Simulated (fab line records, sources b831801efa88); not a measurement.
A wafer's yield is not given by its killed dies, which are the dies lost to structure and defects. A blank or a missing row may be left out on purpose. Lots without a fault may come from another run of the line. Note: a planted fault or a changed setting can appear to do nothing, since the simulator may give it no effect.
A lot that was struck, set against a sound lot :: flow sky130 :: 13 steps out of a route of 708
Sound: wafers L103.3, L103.4, L103.5. Wafers L114.1, L114.2, L114.6 were the ones struck. At the end, the cause is stated.
Per side, at each step with rows, come the tool, then ch with its chambers, and then its first start. Under that, the readings that differ: sound wafers :: struck wafers :: difference of the means :: sigmas: that difference in standard deviations of wafers without a fault.
alike: words and numbers the same on both sides, and readings whose means are apart by under 2 such deviations; not compared: readings that were withheld, readings missing a value for some wafer, numbers with overlapping values and no deviation given by the record, and bounds like >300 which may hide the same value.
A row with sigmas, a row that says differs or no value, or rows on one side alone: a step with any of these is where the two part. Numbers that don't overlap but have no deviation are shown without sigmas and don't part them. Lack of a reading on every wafer of one side parts them only where that side has two or more wafers.

first, 5 steps without rows for these wafers: SKY_FIELD_ISO_WET_ETCH_18 (etches Si3N4 in H3PO4, target depth 25 nm, time 286 s); SKY_FIELD_ISO_CLEAN_19 (cleans in SC1/SC2, time 150 s); SKY_FIELD_ISO_CLEAN_20 (cleans in dHF, time 20 s); SKY_FIELD_ISO_WET_ETCH_21 (etches SiO2 in dHF, target depth 20 nm, time 400 s); SKY_FIELD_ISO_OXIDATION_22 (stabilise 600 s, purge 300 s, target thk 10 nm).
SKY_FIELD_ISO_THK_MEAS_23:
  sound: film_metro-04 at day 3 02:23; struck: film_metro-04 at day 5 17:56
  alike: FIELD_ISO_OXIDATION_01_THK
then, 1 step without rows for these wafers: SKY_FIELD_ISO_CVD_24 (deposits SiO2, target thk 595 nm, time 99.2 s).
SKY_FIELD_ISO_THK_MEAS_25:
  sound: film_metro-02 at day 3 02:31; struck: film_metro-01 at day 5 18:04
  alike: FIELD_ISO_CVD_24_THK
then, 1 step without rows for these wafers: SKY_FIELD_ISO_ANNEAL_26 (time 1800 s).
SKY_FIELD_ISO_CMP_27: polishes, stops on Si3N4, t overpolish 16 s, target thk 457.8 nm.
  sound on cmp-01 ch 1,2,3, day 3 05:30; struck on cmp-02 ch 1,2,3, day 5 19:37
  alike: head_pressure_psi, motor_current_A, overpolish_run_s, slurry_filter_dp_kPa, time_to_endpoint_s
then, 2 steps without rows for these wafers: SKY_FIELD_ISO_WET_ETCH_28 (etches SiO2 in dHF, target depth 23.7 nm, time 47 s); SKY_FIELD_ISO_WET_ETCH_29 (etches Si3N4 in H3PO4, target depth 160 nm, time 1825 s).
SKY_FIELD_ISO_WET_ETCH_30: etches SiO2 in dHF, target depth 25 nm, time 50 s.
  sound on wet_bench-01 ch 1, day 3 06:19; struck on wet_bench-01 ch 2, day 5 20:28
  no value came back on the struck wafers for bath_heat_duty_pct (%), run_length_s (s), temp_c (C); on the sound wafers bath_heat_duty_pct (%) reads 6.6 6.1 6.2
reading: model.SiO2_of_FIELD_ISO_CVD_24.thk_nm (nm)
sound: 402.3 404.2 402.9
struck: 430.5 431.7 432.2
difference: +28.3
sigmas: 

reading: model.SiO2_of_FIELD_ISO_OXIDATION_01.thk_nm (nm)
sound: 0 0 0
struck: 11.97 11.82 11.74
difference: +11.84
sigmas: 

## WHERE THEY PART
Only at SKY_FIELD_ISO_WET_ETCH_30, as far as this record shows.

WHY: the cause the simulator had injected
At SKY_FIELD_ISO_WET_ETCH_30, the step was skipped entirely on wet_bench-01 from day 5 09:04 on. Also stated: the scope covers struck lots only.
